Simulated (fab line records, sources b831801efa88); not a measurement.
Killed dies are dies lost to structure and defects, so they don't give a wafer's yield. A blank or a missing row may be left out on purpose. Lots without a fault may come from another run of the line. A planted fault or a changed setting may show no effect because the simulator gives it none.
One fault seen from 2 desks | flow sky130 | each desk has only its own numbers; what lay behind them comes last

THE METROLOGY DESK
What the gauges read, lot by lot, whatever tool the lot ran on: means of the sampled wafers that have a number. A lot is out of limits, marked OUT, if its mean lies more than 4 standard deviations from the usual mean; the brackets give that distance.
Columns: A = LDD_N_OVL at SKY_LDD_N_OVL_MEAS_07, usual 0.0 nm
lot  | first seen here | A
L104 | day 18 04:52    | 0.4
L112 | day 21 05:52    | -1.0
L113 | day 21 10:46    | -2.0
L114 | day 21 18:54    | 1.5
L124 | day 25 07:19    | 0.9
L125 | day 25 17:31    | -0.6
L126 | day 26 06:10    | 2.0
This desk's finding: nothing out of limits on any of the 7 lots.

THE TOOL OWNER'S DESK: implanter-03
The tool's own readings at SKY_LDD_N_IMPLANT_14: means of the sampled wafers that have a number, for each lot that ran on this tool. A lot is out of limits, marked OUT, if its mean lies more than 4 standard deviations from the usual mean; the brackets give that distance.
Columns: A = beam_energy_keV at SKY_LDD_N_IMPLANT_14, usual 50.001
lot  | first seen here | A
L112 | day 21 06:48    | 48.085 (-99 or more) OUT
L113 | day 21 11:41    | 48.081 (-99 or more) OUT
L114 | day 21 19:50    | 48.079 (-99 or more) OUT
L124 | day 25 08:15    | 50.009
L125 | day 25 18:27    | 50.003
This desk's finding: out of limits on L112, L113, L114; first on L112, day 21 06:48 (beam_energy_keV at SKY_LDD_N_IMPLANT_14). In limits: L124, L125.

PUT TOGETHER
The tool owner's desk could have raised an alarm at day 21 06:48, on L112, L113, L114.
The metrology desk saw nothing out of limits.
The metrology desk has L112, L113, L114 on record, within its limits.
Of the lots named, all ran SKY_LDD_N_IMPLANT_14 on implanter-03.

WHAT THE SIMULATOR HAD PUT IN
Process parameter drift: implanter-03, from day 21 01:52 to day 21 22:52, at SKY_LDD_N_IMPLANT_14. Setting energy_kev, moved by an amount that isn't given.
Lots struck among those shown: L112, L113, L114.
Hours from the fault's start to each desk's first reading out of limits: the tool owner's desk, 5.
